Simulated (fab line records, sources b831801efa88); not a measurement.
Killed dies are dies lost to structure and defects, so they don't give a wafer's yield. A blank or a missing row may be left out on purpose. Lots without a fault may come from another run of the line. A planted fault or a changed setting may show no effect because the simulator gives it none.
A struck lot beside a sound one | flow sky130 | 18 steps out of a route of 708
Sound: wafers L924.2, L924.3, L924.5. Struck: wafers L918.3, L918.5. (L918.6 of the same lot was not struck and is left out.) The cause comes at the end.
At each step with rows: each side's tool, then ch and its chambers, then its first start. Under that, the readings that differ: sound wafers | struck wafers | difference of the means | sigmas: that difference in standard deviations of wafers without a fault.
alike: readings whose means differ by less than 2 such deviations, and words and numbers that are the same on both sides. not compared: withheld readings, readings that some wafer has no value for, bounds like >300 that may hide the same value, and numbers for which the record gives no deviation and whose values overlap.
The two part at a step that has a row with sigmas, a row that says differs or no value, or rows on one side only. Numbers that don't overlap but have no deviation are shown without sigmas and don't part them. A reading that every wafer of one side lacks parts them only if that side has two wafers or more.

first, 2 steps without rows for these wafers: SKY_CONTACT_PEB_12; SKY_CONTACT_DEVELOP_13 (develop time 60 s).
SKY_CONTACT_CD_MEAS_14: target cd 170 nm.
  sound on cd_sem-01, day 35 20:18; struck on cd_sem-02, day 34 04:17
  alike: cd_nm
SKY_CONTACT_OVL_MEAS_15:
  sound on overlay-01, day 35 20:25; struck on overlay-01, day 34 04:22
  alike: CONTACT_OVL
SKY_CONTACT_ETCH_16: etches BARC in N2/H2, stops on SiO2, time 45.9 s, target depth 60 nm.
  sound on rie_diel-01 ch 0,1, day 35 20:26; struck on rie_diel-04 ch 1,2, day 34 04:23
  alike: drypump_motor_current_A, oes_product_au, throttle_valve_pct
  not compared: rf_hours_counter_h
SKY_CONTACT_ETCH_17: etches SiO2 in C4F8/O2/Ar, stops on Si3N4, target depth 340 nm.
  sound on rie_diel-01 ch 0,1, day 35 20:29; struck on rie_diel-04 ch 1,2, day 34 04:26
  alike: oes_product_au
SKY_CONTACT_ETCH_18: etches Si3N4 in CHF3/O2, stops on TiN, time 39 s, target depth 75 nm.
  sound on rie_diel-01 ch 0,1; struck on rie_diel-04 ch 1,2
  alike: chf3_flow_sccm, drypump_motor_current_A, oes_product_au, throttle_valve_pct
  not compared: rf_hours_counter_h
SKY_CONTACT_STRIP_19: strips in O2/N2.
  sound on plasma_asher-04 ch 1, day 35 20:34; struck on plasma_asher-04 ch 0,1, day 34 04:34
  alike: drypump_motor_current_A, oes_product_au, strip_time_to_endpoint_s
  not compared: rf_hours_counter_h
then, 3 steps without rows for these wafers: SKY_CONTACT_STRIP_20 (strips in post etch residue remover, time 1200 s); SKY_CONTACT_CLEAN_21 (cleans in IPA, time 180 s); SKY_CONTACT_CLEAN_22 (cleans in O3/DIW).
SKY_CONTACT_SPUTTER_23: material TiN, target thk 20 nm, time 80 s.
  sound on pvd_sputter-02, day 35 21:31; struck on pvd_sputter-03, day 34 05:07
  alike: throttle_valve_pct
SKY_CONTACT_CVD_24: deposits W, target thk 340 nm, time 102.12 s.
  sound on cvd_w-01 ch 1, day 35 21:34; struck on cvd_w-02 ch 0, day 34 05:13
  reading                               | sound             | struck      | difference | sigmas
  heater_power_outer_w (W)              | 534 536 534       | 478 484     | -54        | -2
  model.W_of_CONTACT_CVD_24.thk_nm (nm) | 339.4 336.2 335.8 | 284.5 282.7 | -53.5      |
  alike: heater_power_w
SKY_CONTACT_RS_MEAS_25: measures by four-point-probe.
  sound on film_metro-03, day 35 21:42; struck on film_metro-02, day 34 05:20
  reading               | sound             | struck      | difference | sigmas
  CONTACT_W_RS (ohm/sq) | 0.338 0.341 0.342 | 0.405 0.407 | +0.066     | +19
SKY_CONTACT_THK_MEAS_26: measures by xrf.
  sound on film_metro-03, day 35 21:49; struck on film_metro-02, day 34 05:26
  reading            | sound       | struck  | difference | sigmas
  CONTACT_W_THK (nm) | 355 350 347 | 292 288 | -61        | -12
SKY_CONTACT_CMP_27: polishes, stops on SiO2, t overpolish 15 s, target thk 0 nm.
  sound on cmp-02 ch 0,2,3, day 35 21:52; struck on cmp-01 ch 1,3, day 34 05:37
  reading                | sound        | struck    | difference | sigmas
  motor_current_A (A)    | 9.3 10.7 9.9 | 12.9 12.2 | +2.6       | +2
  time_to_endpoint_s (s) | 81 84 79     | 64 65     | -17        | -5
  alike: edge_zone_pressure_frac
then, 2 steps without rows for these wafers: SKY_METAL1_SPUTTER_00 (material Ti, target thk 15 nm, time 10 s); SKY_PAD_OPEN_PROBE_99.

WHERE THEY PART
First at SKY_CONTACT_CVD_24; last, within this record, at SKY_CONTACT_CMP_27.

WHY: what the simulator had put in
Process parameter drift: cvd_w-02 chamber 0, from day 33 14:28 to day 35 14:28, at SKY_CONTACT_CVD_24. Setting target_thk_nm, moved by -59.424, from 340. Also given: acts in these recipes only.
